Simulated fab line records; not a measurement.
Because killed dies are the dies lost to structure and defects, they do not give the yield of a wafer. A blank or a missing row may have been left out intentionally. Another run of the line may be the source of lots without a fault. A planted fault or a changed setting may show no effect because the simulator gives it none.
Struck lot and sound lot, side by side -- flow sky130 -- 27 steps out of a route of 708
Sound: the wafers L721.1, L721.2, L721.5. Struck: wafers L722.1, L722.4, L722.5. The cause is given at the end.
Order at every step that has rows: each side's tool, ch and its chambers, its first start. Under that, the readings that differ: sound wafers -- struck wafers -- difference of the means -- sigmas: that difference in standard deviations of wafers without a fault.
alike: readings whose means differ by less than 2 such deviations, and words and numbers that are the same on both sides. not compared: withheld readings, readings that some wafer has no value for, bounds like >300 that may hide the same value, and numbers for which the record gives no deviation and whose values overlap.
A row with sigmas, a row that says differs or no value, or rows on one side alone: a step with any of these is where the two part. Numbers that don't overlap but have no deviation are shown without sigmas and don't part them. A reading that every wafer of one side lacks parts them only if that side has two wafers or more.

SKY_SD_N_OVL_MEAS_08:
  sound: overlay-02 at day 28 16:50; struck: overlay-01 at day 29 06:56
  alike: SD_N_OVL
then, 2 steps without rows for these wafers: SKY_SD_N_IMPLANT_09; SKY_SD_N_IMPLANT_10.
SKY_SD_N_STRIP_11: strips in O2/N2.
  sound on plasma asher-02 ch 0,1, day 28 17:10; struck on plasma asher-02 ch 0,1, day 29 07:16
  alike: drypump motor current A, oes product au, strip time to endpoint s
  not compared: rf hours counter h
SKY_SD_N_TW_MEAS_12:
  sound: film metro-01 at day 28 17:16; struck: film metro-02 at day 29 07:22
  alike: SD_N_TW
then, 1 step without rows for these wafers: SKY_SD_N_CLEAN_13 (cleans in SC1/SC2, time 150 s).
SKY_SD_N_RTA_14: time 2 s.
  sound on rtp anneal-01 ch 0, day 28 17:22; struck on rtp anneal-02 ch 0, day 29 07:28
  alike: chamber o2 ppm, lamp power pct, wafer_temp_C_max
SKY_SD_N_RS_MEAS_16: the measuring method here is four-point-probe.
  sound: film metro-04 at day 28 17:36; struck: film metro-01 at day 29 07:39
  alike: SD_N_RS
SKY_SD_N_RS_MEAS_17: the measuring method here is four-point-probe.
  sound: film metro-04 at day 28 17:43; struck: film metro-01 at day 29 07:46
  alike: SD_P_RS
SKY_SD_N_RS_MEAS_18: the measuring method here is four-point-probe.
  sound: film metro-04 at day 28 17:50; struck: film metro-01 at day 29 07:53
  alike: RES_XHIGH_RS
then, 1 step without rows for these wafers: SKY_SALICIDE_CLEAN_00 (cleans in HF-last, time 30 s).
SKY_LI_CONTACT_HDPCVD_00: deposits PSG, target thk 930 nm, time 155 s.
  sound on hdpcvd-01 ch 1,2, day 28 17:58; struck on hdpcvd-01 ch 0,1, day 29 08:02
  no value came back on the struck wafers for pressure mtorr (mTorr), run length s (s); on the sound wafers pressure mtorr (mTorr) reads 6.009 6.012 6.015
SKY_LI_CONTACT_CMP_02: polishes PSG.
  sound on cmp-02 ch 2,3, day 28 18:08; struck on cmp-02 ch 0,1,2, day 29 08:17
reading,sound,struck,difference,sigmas
time to endpoint s (s),36.0 36.0 38.8,- - -,no value on the struck wafers,
  alike: motor current A
SKY_LI_CONTACT_BOW_MEAS_03:
  sound: film metro-04 at day 28 18:28; struck: film metro-01 at day 29 08:29
reading,sound,struck,difference,sigmas
LI_CONTACT_BOW (um),46 45 43,17 24 25,-23,-4
then, 8 steps without rows for these wafers: SKY_LI_CONTACT_DEHYDRATE_04 (time 60 s); SKY_LI_CONTACT_HMDS_05 (prime time 60 s); SKY_LI_CONTACT_COAT_06 (resist thk 60 nm); SKY_LI_CONTACT_COAT_07 (resist thk 450 nm); SKY_LI_CONTACT_SOFTBAKE_08 (time 90 s); SKY_LI_CONTACT_EXPOSE_09 (exposes mask LICM1, target cd 170 nm); SKY_LI_CONTACT_PEB_10; SKY_LI_CONTACT_DEVELOP_11 (develop time 60 s).
SKY_LI_CONTACT_CD_MEAS_12: the cd target is 170 nm.
  sound: cd sem-01 at day 29 22:32; struck: cd sem-01 at day 30 12:35
  alike: cd nm
SKY_LI_CONTACT_OVL_MEAS_13:
  sound: overlay-02 at day 29 22:39; struck: overlay-02 at day 30 12:42
  alike: LI_CONTACT_OVL
SKY_LI_CONTACT_ETCH_14: etches BARC in N2/H2, stops on SiO2, time 45.9 s, target depth 60 nm.
  sound on rie diel-03 ch 0,2, day 29 22:41; struck on rie diel-02 ch 1,2, day 30 12:44
  alike: drypump motor current A, oes product au, throttle valve pct
  not compared: rf hours counter h
SKY_LI_CONTACT_ETCH_15: etches PSG in C4F8/O2/Ar, stops on Si, target depth 600 nm.
  sound on rie diel-03 ch 0,2, day 29 22:44; struck on rie diel-02 ch 1,2, day 30 12:47
reading,sound,struck,difference,sigmas
oes product au (a.u.),0.842 0.839 0.831,0.370 0.372 0.367,-0.468,-99 or more
model.etch.depth nm (nm),599.1 597.8 598.8,0 0 0,-599,
model.LI_CONTACT.feature depth nm (nm),599.1 597.8 598.8,1e-09 1e-09 1e-09,-6e+02,
SKY_LI_CONTACT_STRIP_16: strips in O2/N2.
  sound on plasma asher-03 ch 0,1, day 29 22:49; struck on plasma asher-03 ch 0,1, day 30 12:52
  alike: drypump motor current A, oes product au, strip time to endpoint s
  not compared: rf hours counter h

== WHERE THEY PART ==
Earliest at SKY_LI_CONTACT_HDPCVD_00; latest, in this record, at SKY_LI_CONTACT_ETCH_15. Later steps at which nothing parts them and some readings are alike: SKY_LI_CONTACT_STRIP_16.

WHY: whatever the simulator had introduced
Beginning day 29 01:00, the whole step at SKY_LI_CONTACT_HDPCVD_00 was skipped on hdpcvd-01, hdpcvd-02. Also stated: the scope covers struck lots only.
